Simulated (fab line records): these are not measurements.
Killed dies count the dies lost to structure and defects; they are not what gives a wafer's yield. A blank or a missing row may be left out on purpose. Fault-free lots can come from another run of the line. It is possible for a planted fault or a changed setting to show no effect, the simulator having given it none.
fab line records | flow sky130
record: lots: 13 wafers: 39 last_day: 50
route steps=708 shown CONTACT@419 METAL1@439 VIA1@471 PAD_OPEN@708
lots with no fault: from the same line, run without faults
start_h: hours from the record's opening day to when the first of the lot's shown wafers began | wait_h: time in hours since the lot's previous step | " identical to the entry in the row above | L1.1+2: a single row standing in for several wafers | - no value, or no start was given | * or withheld: withheld | < > ~ a bound
route shown NAME@n: a module of which the file shows steps, and the number in the route of the first | usual: mean and standard deviation over wafers with no fault | same: alike in all rows | chamber/n: place in a boat | sites: each site's reading | _std_site: standard deviation of those values | _edge_site: outer sites' mean less inner sites' | radius_mm: how far each site lies from the wafer's centre | mask NAME#n: copy n | behind: the last tool/chamber to shape the wafer | hold: why the lot went on hold/how many hours it stayed there/how the hold came to an end | device: whichever transistor did not switch (one of n, p or np) | end of line: at the end of the route, the tests of the same wafers | a step without rows: its recipe alone | killed: dies lost to structure and defects at the first sort, not the wafer's yield | map: the dies of a wafer, with x for killed, . for not killed, _ for no die there
set.NAME: the setting that was run; set.NAME@STEP: the one run at that earlier step | model.NAME: the simulator's own value behind a step, which no gauge read
route steps across a sampled set of lots; one table per step, one row per wafer
services: when a tool's chamber went out of use (start_h, in hours from the record's first day, below 0 if earlier), for how many hours, and the reason
== steps ==
step: SKY_CONTACT_DEVELOP_13
recipe: develop_time_s: 60 resist: KrF-thick dev_temp_c: 21
usual: developer_temp_C: 21.00/0.1
columns lot.wafer tool chamber start_h wait_h developer_temp_C
L701.1 litho_track-01 0 738 - 21.14
L701.2 " 0 " " 21.00
L701.3 " 0 " " 20.96
L702.1 litho_track-02 0 749 - 21.02
L702.5 " 0 " " 21.10
L702.6 " 0 " " 20.99
L703.1 litho_track-02 0 750 - 21.14
L703.2 " 0 " " 20.99
L703.5 " 0 751 - 20.96
L708.1 litho_track-01 0 798 - 23.17
L708.2 " 0 " " 23.08
L708.4 " 0 " " 22.88
L711.2 litho_track-01 0 840 - 23.25
L711.3 " 0 " " 22.98
L711.6 " 0 " " 23.13
L712.1 litho_track-03 0 843 - 21.04
L712.3 " 0 " " 21.05
L712.5 " 0 " " 21.12
L714.2 litho_track-03 0 845 - 21.12
L714.3 " 0 " " 21.03
L714.5 " 0 " " 21.03
L717.2 litho_track-03 0 868 - 20.91
L717.4 " 0 " " 21.03
L717.5 " 0 " " 21.03
L719.1 litho_track-02 0 892 - 21.09
L719.4 " 0 " " 20.96
L719.5 " 0 " " 21.00
L720.3 litho_track-01 0 894 - 21.13
L720.4 " 0 " " 20.91
L720.6 " 0 895 - 20.79
L721.1 litho_track-03 0 899 - 21.03
L721.2 " 0 " " 20.86
L721.3 " 0 " " 20.91
L722.2 litho_track-03 0 906 - 21.03
L722.3 " 0 " " 21.03
L722.4 " 0 " " 20.83
L723.2 litho_track-01 0 908 - 20.95
L723.5 " 0 " " 21.01
L723.6 " 0 " " 21.08
step: SKY_METAL1_RS_MEAS_05
recipe: thk_meas_gauge: four-point-probe reads: TiN_of_METAL1_SPUTTER_04+Ti_of_METAL1_SPUTTER_03+AlCu_of_METAL1_SPUTTER_02+TiN_of_METAL1_SPUTTER_01+Ti_of_METAL1_SPUTTER_00
usual: METAL1_ALCU_RS: 0.1266/0.0013
columns lot.wafer tool chamber start_h wait_h METAL1_ALCU_RS[ohm/sq]
L701.1 film_metro-02 - 740.44 0.0 0.1257
L701.2 " - " " 0.1255
L701.3 " - " " 0.1263
L702.1 film_metro-02 - 750.90 0.0 0.1249
L702.5 " - " " 0.1249
L702.6 " - " " 0.1240
L703.1 film_metro-02 - 752.80 0.0 0.1292
L703.2 " - " " 0.1297
L703.5 " - " " 0.1294
L708.1 film_metro-02 - 799.97 0.0 0.1270
L708.2 " - " " 0.1271
L708.4 " - " " 0.1278
L711.2 film_metro-04 - 842.63 0.0 0.1274
L711.3 " - " " 0.1261
L711.6 " - " " 0.1281
L712.1 film_metro-04 - 845.55 0.1 0.1277
L712.3 " - " " 0.1271
L712.5 " - " " 0.1279
L714.2 film_metro-01 - 847.30 0.0 0.1274
L714.3 " - " " 0.1262
L714.5 " - " " 0.1272
L717.2 film_metro-02 - 870.46 0.0 0.1273
L717.4 " - " " 0.1260
L717.5 " - " " 0.1266
L719.1 film_metro-01 - 894.62 0.0 0.1275
L719.4 " - " " 0.1272
L719.5 " - " " 0.1277
L720.3 film_metro-02 - 896.76 0.1 0.1261
L720.4 " - " " 0.1276
L720.6 " - " " 0.1264
L721.1 film_metro-04 - 901.23 0.0 0.1270
L721.2 " - " " 0.1263
L721.3 " - " " 0.1269
L722.2 film_metro-01 - 908.02 0.0 0.1267
L722.3 " - " " 0.1269
L722.4 " - " " 0.1273
L723.2 film_metro-04 - 910.30 0.0 0.1265
L723.5 " - " " 0.1266
L723.6 " - " " 0.1272
step: SKY_VIA1_OVL_MEAS_13
usual: VIA1_OVL: 2/5.2
columns lot.wafer tool chamber start_h wait_h VIA1_OVL[nm]
L701.1 overlay-02 - 796.17 0.1 8
L701.2 " - " " 5
L701.3 " - " " 6
L702.1 overlay-02 - 805.82 0.1 -4
L702.5 " - " " -3
L702.6 " - " " -5
L703.1 overlay-02 - 807.73 0.1 8
L703.2 " - " " 2
L703.5 " - " " 7
L708.1 overlay-02 - 854.62 0.1 1
L708.2 " - " " -3
L708.4 " - " " -2
L711.2 overlay-02 - 895.53 0.1 11
L711.3 " - " " 3
L711.6 " - " " 6
L712.1 overlay-01 - 899.17 0.1 0
L712.3 " - " " 2
L712.5 " - " " 2
L714.2 overlay-01 - 900.70 0.1 -6
L714.3 " - " " -1
L714.5 " - " " 3
L717.2 overlay-01 - 922.50 0.1 4
L717.4 " - " " -1
L717.5 " - " " 6
L719.1 overlay-01 - 945.93 0.1 0
L719.4 " - " " -2
L719.5 " - " " 5
L720.3 overlay-02 - 948.29 0.1 6
L720.4 " - " " 10
L720.6 " - " " -4
L721.1 overlay-02 - 952.47 0.1 9
L721.2 " - " " -5
L721.3 " - " " 9
L722.2 overlay-01 - 959.14 0.1 6
L722.3 " - " " 4
L722.4 " - " " 4
L723.2 overlay-01 - 960.53 0.1 1
L723.5 " - " " -8
L723.6 " - " " -1
step: SKY_VIA1_ETCH_15
recipe: target: SiO2 chemistry: C4F8/O2/Ar target_depth_nm: 351 stop_on: TiN mask_material: KrF-thick source_w: 1500 bias_w: 1200 pressure_mtorr: 40 c4f8_flow_sccm: withheld O2_flow_sccm: 6 Ar_flow_sccm: 300 time_s: 54
usual: oes_product_au: 0.982/0.0055
columns lot.wafer tool chamber start_h wait_h oes_product_au rf_hours_counter_h
L701.1 rie_diel-04 0 796.25 0.0 0.987 13
L701.2 " 2 " " 0.984 7
L701.3 " 1 " " 0.980 5
L702.1 rie_diel-04 0 805.90 0.0 0.984 14
L702.5 " 2 " " 0.982 -
L702.6 " 3 " " 0.989 -
L703.1 rie_diel-02 0 807.81 0.0 0.992 16
L703.2 " 3 " " 0.988 5
L703.5 " 3 " " 0.983 -
L708.1 rie_diel-02 2 854.70 0.0 0.986 20
L708.2 " 0 " " 0.979 17
L708.4 " 1 " " 0.987 14
L711.2 rie_diel-04 1 895.60 0.0 0.986 8
L711.3 " 3 " " 0.975 15
L711.6 " 3 " " 0.978 -
L712.1 rie_diel-04 2 899.25 0.0 0.977 11
L712.3 " 1 " " 0.975 8
L712.5 " 1 " " 0.978 -
L714.2 rie_diel-04 0 900.77 0.0 0.984 16
L714.3 " 2 " " 0.979 11
L714.5 " 2 " " 0.983 -
L717.2 rie_diel-01 1 922.57 0.0 0.987 9
L717.4 " 0 " " 0.981 -
L717.5 " 2 " " 0.974 -
L719.1 rie_diel-04 3 946.01 0.0 0.969 16
L719.4 " 2 " " 0.989 12
L719.5 " 3 " " 0.991 -
L720.3 rie_diel-04 1 948.36 0.0 0.985 9
L720.4 " 0 " " 0.990 18
L720.6 " 0 " " 0.976 -
L721.1 rie_diel-01 2 952.55 0.0 0.988 3
L721.2 " 1 " " 0.982 10
L721.3 " 0 " " 0.973 26
L722.2 rie_diel-02 3 959.21 0.0 0.986 9
L722.3 " 2 " " 0.980 1
L722.4 " 0 " " 0.985 20
L723.2 rie_diel-04 1 960.60 0.0 0.992 10
L723.5 " 2 " " 0.981 -
L723.6 " 1 " " 0.984 -
step: SKY_PAD_OPEN_PROBE_99
usual: killed_at_M0_to_M3: 43/6.7 killed_at_M4_up: 3.2/1.8 killed_at_contacts: 25/5.2 killed_at_front_end: 15/4.4 killed_at_other: 0.2/0.4 killed_dies: 87/9.3 killed_on_rim: 17/4 killed_open: 48/7.1 killed_short: 39/6
same: gross_dies: 492 killed_at_back_side: 0
columns lot.wafer tool chamber start_h wait_h killed_at_M0_to_M3 killed_at_M4_up killed_at_contacts killed_at_front_end killed_at_other killed_dies killed_on_rim killed_open killed_short
L701.1 prober-02 - 1080.81 0.1 39 5 15 17 1 77 11 43 34
L701.2 prober-02 - 1080.86 0.1 64 5 31 19 0 119 27 75 44
L701.3 prober-02 - 1080.91 0.2 38 3 19 20 0 80 17 43 37
L702.1 prober-01 - 1084.13 0.1 49 1 39 13 0 102 19 57 45
L702.5 prober-01 - 1084.33 0.2 35 5 29 20 1 90 17 49 41
L702.6 prober-01 - 1084.38 0.2 55 3 23 11 0 92 25 53 39
L703.1 prober-02 - 1086.82 0.1 46 3 29 12 2 92 19 60 32
L703.2 prober-02 - 1086.87 0.1 48 6 23 18 0 95 20 51 44
L703.5 prober-02 - 1087.02 0.2 52 5 28 15 0 100 18 61 39
L708.1 prober-01 - 1122.77 0.1 46 4 29 10 0 89 19 57 32
L708.2 prober-01 - 1122.82 0.1 40 5 26 17 0 88 13 54 34
L708.4 prober-01 - 1122.92 0.2 35 6 26 22 0 89 23 53 36
L711.2 prober-01 - 1152.47 0.1 34 2 34 10 0 80 20 42 38
L711.3 prober-01 - 1152.52 0.2 44 4 23 7 0 78 9 42 36
L711.6 prober-01 - 1152.67 0.2 41 5 28 11 0 85 14 45 40
L712.1 prober-02 - 1155.36 0.1 31 1 20 14 0 66 14 38 28
L712.3 prober-02 - 1155.46 0.2 40 4 30 14 0 88 17 49 39
L712.5 prober-02 - 1155.56 0.2 48 3 28 11 0 90 19 50 40
L714.2 prober-01 - 1159.98 0.1 48 2 28 13 0 91 17 57 34
L714.3 prober-01 - 1160.03 0.2 37 0 26 20 0 83 15 50 33
L714.5 prober-01 - 1160.13 0.2 40 6 23 7 0 76 14 39 37
L717.2 prober-02 - 1176.78 0.1 33 3 29 17 0 82 18 51 31
L717.4 prober-02 - 1176.88 0.2 41 3 26 16 0 86 16 52 34
L717.5 prober-02 - 1176.93 0.2 30 4 29 21 1 85 19 41 44
L719.1 prober-02 - 1188.05 0.1 41 4 22 17 0 84 15 45 39
L719.4 prober-02 - 1188.20 0.2 38 1 25 11 0 75 15 45 30
L719.5 prober-02 - 1188.25 0.2 42 4 21 10 0 77 13 39 38
L720.3 prober-01 - 1188.82 0.2 41 1 29 7 0 78 11 46 32
L720.4 prober-01 - 1188.87 0.2 45 1 31 13 1 91 17 48 43
L720.6 prober-01 - 1188.97 0.2 44 1 25 21 0 91 23 58 33
L721.1 prober-02 - 1194.62 0.1 56 1 30 19 0 106 18 58 48
L721.2 prober-02 - 1194.67 0.1 44 4 28 21 0 97 19 62 35
L721.3 prober-02 - 1194.72 0.2 49 5 27 9 0 90 19 63 27
L722.2 prober-01 - 1199.97 0.1 46 1 32 15 0 94 21 61 33
L722.3 prober-01 - 1200.02 0.2 39 4 38 12 0 93 19 51 42
L722.4 prober-01 - 1200.07 0.2 40 2 18 12 0 72 14 39 33
L723.2 prober-02 - 1201.47 0.1 56 1 28 13 0 98 20 59 39
L723.5 prober-02 - 1201.62 0.2 44 3 24 15 0 86 19 46 40
L723.6 prober-02 - 1201.67 0.2 41 1 29 18 0 89 17 52 37
killed by level:class
L701.1 VIA1:geometric_particle:open=12 POLY_GATE:geometric_particle:open=7 VIA2:geometric_particle:open=7 CONTACT:geometric_particle:short=6 VIA1:geometric_particle:short=6 FIELD_ISO:geometric_particle:open=4 CONTACT:geometric_particle:open=4 METAL3:geometric_particle:short=4
L701.2 VIA1:geometric_particle:open=19 LI_CONTACT:geometric_particle:open=9 CONTACT:geometric_particle:open=9 VIA2:geometric_particle:open=9 CONTACT:geometric_particle:short=8 FIELD_ISO:geometric_particle:open=7 VIA3:geometric_particle:open=7 VIA3:geometric_particle:short=6
L701.3 FIELD_ISO:geometric_particle:open=7 CONTACT:geometric_particle:open=7 METAL2:geometric_particle:short=7 METAL1:geometric_particle:short=6 CONTACT:geometric_particle:short=5 METAL3:geometric_particle:short=5 VIA3:geometric_particle:open=4 LI_CONTACT:geometric_particle:open=4
L702.1 CONTACT:geometric_particle:open=13 LI_CONTACT:geometric_particle:open=10 VIA1:geometric_particle:open=10 CONTACT:geometric_particle:short=7 METAL2:geometric_particle:short=7 VIA1:geometric_particle:short=6 VIA2:geometric_particle:open=6 VIA3:geometric_particle:open=6
L702.5 LOCAL_INTERCONNECT:geometric_particle:short=9 VIA1:geometric_particle:open=8 CONTACT:geometric_particle:open=7 METAL1:geometric_particle:short=7 LI_CONTACT:geometric_particle:open=6 FIELD_ISO:geometric_particle:short=5 METAL2:geometric_particle:open=5 CONTACT:geometric_particle:short=5
L702.6 VIA1:geometric_particle:open=9 CONTACT:geometric_particle:open=9 METAL1:geometric_particle:short=9 VIA2:geometric_particle:open=9 VIA1:geometric_particle:short=6 FIELD_ISO:geometric_particle:open=5 METAL1:geometric_particle:open=5 METAL2:geometric_particle:short=5
L703.1 VIA1:geometric_particle:open=16 CONTACT:geometric_particle:open=16 METAL2:geometric_particle:short=8 LI_CONTACT:geometric_particle:open=7 VIA3:geometric_particle:open=5 VIA2:geometric_particle:short=4 FIELD_ISO:geometric_particle:short=3 FIELD_ISO:geometric_particle:open=3
L703.2 VIA1:geometric_particle:open=14 LI_CONTACT:geometric_particle:open=8 CONTACT:geometric_particle:short=7 FIELD_ISO:geometric_particle:open=6 METAL1:geometric_particle:short=6 METAL2:geometric_particle:short=5 VIA3:geometric_particle:short=5 METAL4:geometric_particle:short=5
L703.5 VIA1:geometric_particle:open=13 LI_CONTACT:geometric_particle:open=10 METAL1:geometric_particle:short=10 VIA2:geometric_particle:open=9 CONTACT:geometric_particle:open=8 VIA3:geometric_particle:open=5 FIELD_ISO:geometric_particle:open=4 LI_CONTACT:geometric_particle:short=4
L708.1 LI_CONTACT:geometric_particle:open=15 CONTACT:geometric_particle:open=9 VIA3:geometric_particle:open=9 VIA1:geometric_particle:open=8 METAL2:geometric_particle:short=7 VIA2:geometric_particle:open=6 METAL1:geometric_particle:short=6 VIA2:geometric_particle:short=3
L708.2 CONTACT:geometric_particle:open=14 LI_CONTACT:geometric_particle:open=7 METAL1:geometric_particle:short=7 FIELD_ISO:geometric_particle:open=6 VIA2:geometric_particle:open=6 VIA1:geometric_particle:short=5 VIA1:geometric_particle:open=5 VIA3:geometric_particle:open=5
L708.4 VIA1:geometric_particle:open=12 CONTACT:geometric_particle:open=10 VIA3:geometric_particle:open=7 METAL2:geometric_particle:short=7 FIELD_ISO:geometric_particle:short=6 FIELD_ISO:geometric_particle:open=5 POLY_GATE:geometric_particle:short=5 LI_CONTACT:geometric_particle:open=5
L711.2 LI_CONTACT:geometric_particle:open=11 CONTACT:geometric_particle:open=8 VIA2:geometric_particle:open=8 VIA3:geometric_particle:open=6 LI_CONTACT:geometric_particle:short=5 LOCAL_INTERCONNECT:geometric_particle:short=5 CONTACT:geometric_particle:short=5 METAL1:geometric_particle:short=5
L711.3 VIA1:geometric_particle:open=14 METAL1:geometric_particle:short=8 LI_CONTACT:geometric_particle:open=7 VIA2:geometric_particle:open=7 CONTACT:geometric_particle:open=5 CONTACT:geometric_particle:short=5 METAL3:geometric_particle:short=4 LI_CONTACT:geometric_particle:short=4
L711.6 LI_CONTACT:geometric_particle:open=11 VIA1:geometric_particle:open=7 VIA2:geometric_particle:open=7 VIA3:geometric_particle:open=7 CONTACT:geometric_particle:short=6 POLY_GATE:geometric_particle:open=5 CONTACT:geometric_particle:open=5 METAL1:geometric_particle:short=5
L712.1 CONTACT:geometric_particle:open=9 VIA1:geometric_particle:open=7 METAL2:geometric_particle:short=7 POLY_GATE:geometric_particle:open=6 LOCAL_INTERCONNECT:geometric_particle:short=5 VIA3:geometric_particle:open=5 VIA1:geometric_particle:short=4 FIELD_ISO:geometric_particle:open=3
L712.3 CONTACT:geometric_particle:open=11 VIA1:geometric_particle:open=11 LI_CONTACT:geometric_particle:open=8 VIA1:geometric_particle:short=5 METAL2:geometric_particle:short=5 FIELD_ISO:geometric_particle:open=4 METAL1:geometric_particle:short=4 LI_CONTACT:geometric_particle:short=4
L712.5 VIA1:geometric_particle:open=19 CONTACT:geometric_particle:open=10 LI_CONTACT:geometric_particle:open=7 CONTACT:geometric_particle:short=7 VIA1:geometric_particle:short=6 VIA2:geometric_particle:short=5 VIA3:geometric_particle:open=5 METAL2:geometric_particle:short=4
L714.2 CONTACT:geometric_particle:open=14 METAL1:geometric_particle:short=8 VIA1:geometric_particle:open=8 VIA2:geometric_particle:open=8 VIA3:geometric_particle:open=7 LI_CONTACT:geometric_particle:open=6 POLY_GATE:geometric_particle:open=4 METAL2:geometric_particle:short=4
L714.3 LI_CONTACT:geometric_particle:open=11 FIELD_ISO:geometric_particle:short=10 VIA1:geometric_particle:open=10 VIA2:geometric_particle:open=7 CONTACT:geometric_particle:open=6 FIELD_ISO:geometric_particle:open=5 VIA3:geometric_particle:open=5 METAL1:geometric_particle:open=4
L714.5 VIA1:geometric_particle:open=10 CONTACT:geometric_particle:open=10 METAL2:geometric_particle:short=8 VIA3:geometric_particle:open=7 LI_CONTACT:geometric_particle:open=5 METAL1:geometric_particle:short=5 METAL4:geometric_particle:short=4 CONTACT:geometric_particle:short=4
L717.2 LI_CONTACT:geometric_particle:open=12 VIA3:geometric_particle:open=9 VIA1:geometric_particle:open=9 CONTACT:geometric_particle:open=7 CONTACT:geometric_particle:short=6 FIELD_ISO:geometric_particle:short=5 VIA2:geometric_particle:open=4 POLY_GATE:geometric_particle:open=3
L717.4 VIA1:geometric_particle:open=10 VIA2:geometric_particle:open=10 CONTACT:geometric_particle:open=9 CONTACT:geometric_particle:short=8 FIELD_ISO:geometric_particle:open=6 METAL1:geometric_particle:short=6 LI_CONTACT:geometric_particle:open=5 POLY_GATE:geometric_particle:short=4
L717.5 FIELD_ISO:geometric_particle:open=8 CONTACT:geometric_particle:short=8 LI_CONTACT:geometric_particle:open=7 CONTACT:geometric_particle:open=7 VIA1:geometric_particle:open=6 LOCAL_INTERCONNECT:geometric_particle:short=5 VIA3:geometric_particle:open=4 VIA3:geometric_particle:short=4
L719.1 METAL2:geometric_particle:short=8 FIELD_ISO:geometric_particle:open=7 CONTACT:geometric_particle:open=7 METAL1:geometric_particle:short=6 VIA1:geometric_particle:open=6 VIA2:geometric_particle:open=6 LI_CONTACT:geometric_particle:open=5 VIA3:geometric_particle:open=5
L719.4 CONTACT:geometric_particle:open=10 VIA1:geometric_particle:open=10 LI_CONTACT:geometric_particle:open=6 METAL1:geometric_particle:short=6 VIA2:geometric_particle:open=6 VIA1:geometric_particle:short=5 VIA3:geometric_particle:open=5 LI_CONTACT:geometric_particle:short=3
L719.5 LI_CONTACT:geometric_particle:open=7 CONTACT:geometric_particle:open=7 VIA1:geometric_particle:short=7 VIA1:geometric_particle:open=6 VIA3:geometric_particle:open=6 METAL1:geometric_particle:short=5 METAL2:geometric_particle:short=5 VIA2:geometric_particle:open=5
L720.3 CONTACT:geometric_particle:open=10 VIA1:geometric_particle:open=10 VIA3:geometric_particle:open=9 CONTACT:geometric_particle:short=9 LI_CONTACT:geometric_particle:open=8 METAL1:geometric_particle:short=6 FIELD_ISO:geometric_particle:short=5 VIA2:geometric_particle:open=5
L720.4 CONTACT:geometric_particle:open=13 METAL1:geometric_particle:short=8 VIA2:geometric_particle:open=7 FIELD_ISO:geometric_particle:open=6 LI_CONTACT:geometric_particle:open=6 VIA1:geometric_particle:open=6 METAL3:geometric_particle:short=6 LOCAL_INTERCONNECT:geometric_particle:short=5
L720.6 CONTACT:geometric_particle:open=12 VIA1:geometric_particle:open=12 POLY_GATE:geometric_particle:open=6 VIA3:geometric_particle:open=6 LI_CONTACT:geometric_particle:open=5 VIA2:geometric_particle:open=5 FIELD_ISO:geometric_particle:open=4 CONTACT:geometric_particle:short=4
L721.1 VIA1:geometric_particle:open=13 CONTACT:geometric_particle:open=12 LI_CONTACT:geometric_particle:open=8 METAL2:geometric_particle:short=8 VIA3:geometric_particle:open=8 FIELD_ISO:geometric_particle:open=7 CONTACT:geometric_particle:short=7 METAL1:geometric_particle:short=6
L721.2 LI_CONTACT:geometric_particle:open=10 VIA2:geometric_particle:open=10 CONTACT:geometric_particle:open=9 VIA1:geometric_particle:open=9 METAL1:geometric_particle:short=7 FIELD_ISO:geometric_particle:short=5 FIELD_ISO:geometric_particle:open=5 POLY_GATE:geometric_particle:open=4
L721.3 VIA1:geometric_particle:open=21 CONTACT:geometric_particle:open=15 LI_CONTACT:geometric_particle:open=6 VIA3:geometric_particle:open=6 METAL3:geometric_particle:short=4 VIA2:geometric_particle:open=4 POLY_GATE:geometric_particle:open=3 SPACER:geometric_particle:open=3
L722.2 LI_CONTACT:geometric_particle:open=13 VIA1:geometric_particle:open=12 CONTACT:geometric_particle:open=8 VIA2:geometric_particle:open=6 VIA3:geometric_particle:open=6 FIELD_ISO:geometric_particle:open=5 CONTACT:geometric_particle:short=5 VIA1:geometric_particle:short=5
L722.3 LI_CONTACT:geometric_particle:open=11 VIA1:geometric_particle:open=10 LOCAL_INTERCONNECT:geometric_particle:short=8 CONTACT:geometric_particle:open=8 VIA2:geometric_particle:open=8 VIA3:geometric_particle:open=8 CONTACT:geometric_particle:short=7 METAL1:geometric_particle:short=6
L722.4 VIA1:geometric_particle:open=10 CONTACT:geometric_particle:open=8 VIA1:geometric_particle:short=7 POLY_GATE:geometric_particle:open=5 METAL1:geometric_particle:short=5 VIA2:geometric_particle:open=5 SPACER:geometric_particle:short=4 LI_CONTACT:geometric_particle:open=4
L723.2 VIA1:geometric_particle:open=15 LI_CONTACT:geometric_particle:open=9 CONTACT:geometric_particle:open=9 METAL2:geometric_particle:short=9 VIA2:geometric_particle:open=8 METAL1:geometric_particle:short=6 LI_CONTACT:geometric_particle:short=5 VIA1:geometric_particle:short=5
L723.5 VIA2:geometric_particle:open=9 METAL1:geometric_particle:short=7 FIELD_ISO:geometric_particle:short=6 LI_CONTACT:geometric_particle:open=6 VIA1:geometric_particle:open=6 CONTACT:geometric_particle:open=5 LOCAL_INTERCONNECT:geometric_particle:short=5 VIA3:geometric_particle:open=5
L723.6 CONTACT:geometric_particle:open=14 METAL1:geometric_particle:short=10 VIA2:geometric_particle:open=7 METAL2:geometric_particle:short=6 POLY_GATE:geometric_particle:open=6 VIA1:geometric_particle:open=6 LOCAL_INTERCONNECT:geometric_particle:short=4 LI_CONTACT:geometric_particle:short=4
== services ==
columns tool chamber start_h hours kind
rie_diel-01 0 740.27 7.0 repair
rie_diel-02 1 761.09 4.0 repair
rie_diel-01 3 765.04 1.8 repair
rie_diel-02 - 765.74 0.1 repair
rie_diel-02 - 772.53 2.8 pm
rie_diel-01 - 815.54 2.8 pm
rie_diel-01 1 834.06 6.3 repair
rie_diel-01 3 836.73 3.3 repair
rie_diel-01 2 846.40 - clean
rie_diel-01 2 846.40 11.8 scheduled_down
rie_diel-01 2 846.40 11.8 vent_cycle
rie_diel-04 - 853.38 4.8 repair
rie_diel-01 3 866.00 132.0 repair
rie_diel-04 0 866.96 2.2 repair
rie_diel-02 2 874.72 2.7 repair
rie_diel-02 2 888.33 3.0 repair
rie_diel-02 2 891.36 - clean
rie_diel-02 2 891.36 19.7 scheduled_down
rie_diel-02 2 891.36 19.7 vent_cycle
rie_diel-02 1 942.62 13.6 repair
rie_diel-04 2 948.52 5.1 repair
== key ==
first_sign: step: SKY_CONTACT_DEVELOP_13 reading: developer_temp_C direction: up sigmas: 20 usual: * struck: *
effect none on later readings
met_at SKY_CONTACT_DEVELOP_13
struck_lots L708,L711
tester_left_out L708,L711
loop_trim: step: SKY_CONTACT_EXPOSE_11 setting: dose lots: L711
not_acting_at SKY_METAL1_RS_MEAS_05,SKY_VIA1_OVL_MEAS_13,SKY_VIA1_ETCH_15
onset_between 738 798
fault: kind: process_parameter_drift tool: litho_track-01 chamber: - onset_h: 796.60 steps: SKY_CONTACT_DEVELOP_13 channel: dev_temp_c offset: * shape: step end_h: 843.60 acts_in: * stated: *
tester_left_out: of these lots the tester's yield and bins aren't shown, on N5 and GAA mostly nor the transistor test; their killed dies are dies lost to structure and defects alone, not to doping, threshold or leakage, so they don't give the yield
loop_trim: a control loop set the setting to another value than it would have without faults
